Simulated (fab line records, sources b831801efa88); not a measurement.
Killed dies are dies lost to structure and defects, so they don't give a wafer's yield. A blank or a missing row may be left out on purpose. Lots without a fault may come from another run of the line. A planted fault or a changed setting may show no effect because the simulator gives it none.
Tool commonality check | flow gf180mcu | 15 lots, 54 wafers sampled

WHY IT WAS OPENED
At GF_HV_LDD_TW_MEAS_38 the reading HV_LDD_3_TW is flagged on 3 of 15 lots. Wafers without a fault read 1434, standard deviation 9.7.
Rule: a lot is flagged when every wafer of it that has a number lies more than 4 standard deviations from that mean, or none has a number. The other lots count as sound.

lot  | measured     | on            | HV_LDD_3_TW, wafer by wafer   | flag
L559 | day 11 12:17 | film_metro-01 | 1426 1424 1416                |
L561 | day 12 01:12 | film_metro-03 | 1438 1434 1429                |
L563 | day 12 22:19 | film_metro-03 | 1431 1427 1422                |
L566 | day 13 23:50 | film_metro-04 | 1426 1426 1441                |
L567 | day 14 04:13 | film_metro-04 | 1298 1297 1306 1297 1301 1308 | FLAGGED
L568 | day 14 15:55 | film_metro-01 | 1308 1311 1305 1308 1308 1308 | FLAGGED
L569 | day 14 20:58 | film_metro-03 | 1305 1309 1312 1317 1314 1312 | FLAGGED
L571 | day 15 11:16 | film_metro-04 | 1440 1441 1435                |
L573 | day 16 03:04 | film_metro-03 | 1441 1443 1434                |
L575 | day 16 16:44 | film_metro-01 | 1419 1411 1406                |
L577 | day 17 14:10 | film_metro-03 | 1448 1446 1442                |
L579 | day 18 02:10 | film_metro-04 | 1427 1425 1419                |
L580 | day 18 09:33 | film_metro-03 | 1445 1445 1444                |
L581 | day 18 15:00 | film_metro-03 | 1445 1450 1447                |
L582 | day 19 11:16 | film_metro-01 | 1422 1427 1422                |
The numbers of the flagged lots are 1307 on average: -127 against the usual, or -13 standard deviations.

WHICH TOOL RAN EACH LOT
The record holds 1 process step before the reading, out of a route of 602 steps. In each cell: the tool, then ch and the chambers that the sampled wafers went through, then the start.
lot  | flag    | GF_HV_LDD_IMPLANT_33
L559 |         | implanter-03 ch 0, day 11 11:37
L561 |         | implanter-03 ch 0, day 12 00:30
L563 |         | implanter-04 ch 0, day 12 21:37
L566 |         | implanter-03 ch 0, day 13 23:10
L567 | FLAGGED | implanter-04, day 14 03:31
L568 | FLAGGED | implanter-04, day 14 15:14
L569 | FLAGGED | implanter-03, day 14 20:17
L571 |         | implanter-03 ch 0, day 15 10:34
L573 |         | implanter-03 ch 0, day 16 02:22
L575 |         | implanter-04 ch 0, day 16 16:02
L577 |         | implanter-03 ch 0, day 17 13:28
L579 |         | implanter-02 ch 0, day 18 01:28
L580 |         | implanter-03 ch 0, day 18 08:51
L581 |         | implanter-03 ch 0, day 18 14:17
L582 |         | implanter-04 ch 0, day 19 10:34
What these steps do:
- GF_HV_LDD_IMPLANT_33
- GF_HV_LDD_TW_MEAS_38

FLAGGED OVER TOTAL, TOOL BY TOOL (the gauges that took the reading come last)
step                 | tool          | lots run | flagged | share of the flagged lots | sound lots run after its first flagged lot
GF_HV_LDD_IMPLANT_33 | implanter-02  | 1        | 0       | none                      | -
GF_HV_LDD_IMPLANT_33 | implanter-03  | 9        | 1       | some                      | 5 (L571,L573,L577,L580,L581)
GF_HV_LDD_IMPLANT_33 | implanter-04  | 5        | 2       | some                      | 2 (L575,L582)
GF_HV_LDD_TW_MEAS_38 | film_metro-01 | 4        | 1       | some                      | 2 (L575,L582)
GF_HV_LDD_TW_MEAS_38 | film_metro-03 | 7        | 1       | some                      | 4 (L573,L577,L580,L581)
GF_HV_LDD_TW_MEAS_38 | film_metro-04 | 4        | 1       | some                      | 2 (L571,L579)

WHAT THE TABLE ALLOWS
No row of the table ran every flagged lot.

WHAT THE SIMULATOR HAD PUT IN
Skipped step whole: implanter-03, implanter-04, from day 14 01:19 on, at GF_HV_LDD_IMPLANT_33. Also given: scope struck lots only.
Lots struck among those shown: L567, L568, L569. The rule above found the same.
